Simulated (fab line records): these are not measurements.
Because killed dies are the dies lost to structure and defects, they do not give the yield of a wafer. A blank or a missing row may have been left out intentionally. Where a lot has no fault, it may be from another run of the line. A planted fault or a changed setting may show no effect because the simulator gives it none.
Matching of chambers    flow sky130    cmp-02 running SKY_VIA1_CMP_02: 4 sister chambers
The step polishes SiO2. 8 wafers are shown with their chamber, then 9 later ones without.

== WAFERS WITH THEIR CHAMBER ==
wafer   chamber  motorCurrentA (A)
L734.1  0        13.0
L734.6  0        12.1
L735.2  3        13.2
L735.4  1        12.1
L735.6  2        10.2
L737.2  1        12.3
L737.4  2        10.6
L737.5  3        12.7

== WAFERS WITHOUT THEIR CHAMBER ==
wafer   motorCurrentA (A)
L742.1  10.7
L742.4  12.7
L742.5  12.4
L744.1  11.0
L744.3  13.2
L744.4  13.1
L747.1  10.6
L747.2  13.4
L747.4  13.1

== WHICH CHAMBER EACH WENT THROUGH ==
wafer   from the rows above           in truth
L742.1  2                             2
L742.4  can't be placed: 0 or 3 or 1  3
L742.5  can't be placed: 0 or 1 or 3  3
L744.1  can't be placed: 2 or 1       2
L744.3  can't be placed: 3 or 0 or 1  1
L744.4  can't be placed: 3 or 0 or 1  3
L747.1  2                             2
L747.2  can't be placed: 3 or 0 or 1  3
L747.4  can't be placed: 3 or 0 or 1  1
Correct placement for 2 of the 9. Not placeable from these rows: 7 (in 7, the candidates include the true chamber). Wrongly placed: 0.
How it was worked out, from the rows above alone: a wafer's distance from a chamber is the root of the sum, over the readings, of the square of ((its reading less the chamber's mean) divided by the reading's scatter). If the next closest chamber is less than 2 further off than the closest, the wafer can't be placed; otherwise it belongs to the closest. For every chamber, the mean is computed from those of its wafers that are shown. How the scatter is found: for the shown wafers, subtract from each reading the mean of its chamber, square and add these, divide the total by (wafers less chambers), then take the root.
